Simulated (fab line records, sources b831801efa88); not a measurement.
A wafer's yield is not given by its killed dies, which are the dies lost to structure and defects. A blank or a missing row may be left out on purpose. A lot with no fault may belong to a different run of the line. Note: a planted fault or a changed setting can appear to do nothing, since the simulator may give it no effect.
Which tool did it? | flow sky130 | Sampling: 12 lots, 36 wafers, 2 of 708 route steps

## WHAT EACH GAUGE READ, for each wafer
SKY_CONTACT_THK_MEAS_01.
lot  | measured     | on           | CONTACT_CVD_00_THK (nm)
L075 | day 30 09:26 | filmMetro-02 | 75.4 76.3 76.4
L077 | day 31 05:17 | filmMetro-01 | 73.6 73.4 74.8
L079 | day 31 23:49 | filmMetro-01 | 74.3 74.4 76.4
L081 | day 32 11:27 | filmMetro-02 | 74.3 74.1 76.1
L083 | day 33 20:55 | filmMetro-03 | 73.2 75.0 74.1
L085 | day 34 17:54 | filmMetro-01 | 73.8 73.8 74.3
L087 | day 34 21:47 | filmMetro-01 | 74.9 76.0 74.9
L089 | day 35 09:30 | filmMetro-02 | 73.4 75.1 74.7
L091 | day 36 04:25 | filmMetro-01 | 74.5 73.9 75.3
L093 | day 36 09:09 | filmMetro-03 | 74.3 73.0 74.2
L095 | day 36 20:34 | filmMetro-03 | 73.1 73.6 73.7
L097 | day 37 13:46 | filmMetro-03 | 73.4 74.8 73.6

## TOOL THAT RAN EACH LOT (tool first, then ch and the chambers of the sampled wafers, then the start)
lot  | SKY_FIELD_ISO_ETCH_17
L075 | rieSi-01 ch 0,1,3, day 2 10:15
L077 | rieSi-02 ch 0,2, day 2 21:00
L079 | rieSi-01 ch 1,2, day 3 06:35
L081 | rieSi-02 ch 1,2,3, day 3 17:59
L083 | rieSi-01 ch 1,2,3, day 4 04:02
L085 | rieSi-02 ch 0,1,2, day 4 15:14
L087 | rieSi-01 ch 2,3, day 5 00:18
L089 | rieSi-01 ch 2,3, day 5 10:20
L091 | rieSi-01 ch 0,2, day 6 04:03
L093 | rieSi-01 ch 2,3, day 6 07:53
L095 | rieSi-01 ch 0,2, day 6 16:59
L097 | rieSi-01 ch 0,2,3, day 7 04:27
- SKY_FIELD_ISO_ETCH_17: etches Si in HBr/Cl2/O2, target depth 342 nm, time 97.7 s.

## THE ANSWER, worked out from the rows above alone
Rule: what is usual is taken from the lots themselves. The widest of any qualifying gaps counts: lots, ordered by their means at a reading, are off when they make up no more than a third of the lots, leave a main group of 4 or more, and stand apart from it by 3 or more times the standard deviation of that group's means. A main group is skipped when, at the precision printed for the reading in the tables above, its means are all equal. A lot without any number at a reading at which 4 lots or more have one is off too. Any other lot the step has rows for is counted as sound.
Across all readings shown, no lot is off: no conclusion can be drawn from this.

## WHAT HAD BEEN PUT IN BY THE SIMULATOR
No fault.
